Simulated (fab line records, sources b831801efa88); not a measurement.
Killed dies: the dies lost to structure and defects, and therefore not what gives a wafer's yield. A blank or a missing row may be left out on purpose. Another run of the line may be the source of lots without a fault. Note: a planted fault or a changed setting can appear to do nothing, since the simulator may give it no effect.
One fault through the eyes of 2 desks ; flow sfq-line ; each desk holds nothing but its own numbers, with what lay behind them at the end

## DESK OF THE TOOL OWNER: cmp-01
The tool's own readings at SFQ_TRILAYER_I7_CMP_CMP_184 (polishes SiO2): means of the sampled wafers that have a number, for each lot that ran on this tool. Any lot whose mean is over 4 standard deviations away from the usual mean is out of limits and marked OUT; that distance is given in the brackets.
Columns: A = edge-zone-pressure-frac at SFQ_TRILAYER_I7_CMP_CMP_184, usual 1.001; B = motor-current-A at SFQ_TRILAYER_I7_CMP_CMP_184, usual 10.5 A; C = time-to-endpoint-s at SFQ_TRILAYER_I7_CMP_CMP_184, usual 218 s
lot;first seen here;A;B;C
L173;day 70 00:44;0.998;9.9;215
L175;day 74 16:14;1.005;9.7;225
L176;day 74 22:14;1.003;10.5;231
L181;day 77 13:38;0.997;9.7;222
L185;day 78 02:45;1.001;10.1;189
L187;day 78 05:51;0.997;9.9;188
L192;day 79 14:29;1.001;11.0;218
This desk's verdict: no lot among the 7 shows anything out of limits.

## AT THE METROLOGY DESK
Lot by lot, what the gauges showed, no matter which tool ran the lot: averages of those sampled wafers that carry a number. Any lot whose mean is over 4 standard deviations away from the usual mean is out of limits and marked OUT; that distance is given in the brackets.
Columns: A = M7_OVL at SFQ_M7_OVL_MEAS_945, usual 2 nm; B = M8_BOW at SFQ_M8_BOW_MEAS_951, usual 11 um
lot;first seen here;A;B
L173;day 69 22:59;3;17
L174;day 71 03:46;2;-1
L175;day 74 08:22;2;23
L176;day 74 10:47;1;20
L177;day 76 18:03;-3;18
L178;day 77 01:16;5;13
L180;day 77 08:35;1;33
L181;day 77 09:47;12;13
L182;day 77 10:59;8;11
L185;day 78 00:11;9;13
L186;day 78 01:23;0;6
L187;day 78 03:47;-12;-2
L190;day 78 18:11;7;3
L192;day 79 00:13;3;19
This desk's verdict: no lot among the 14 shows anything out of limits.

## TAKEN TOGETHER
The desk of the tool owner found nothing out of limits.
Nothing out of limits was seen by the metrology desk.

## WHAT THE SIMULATOR HAD INSERTED
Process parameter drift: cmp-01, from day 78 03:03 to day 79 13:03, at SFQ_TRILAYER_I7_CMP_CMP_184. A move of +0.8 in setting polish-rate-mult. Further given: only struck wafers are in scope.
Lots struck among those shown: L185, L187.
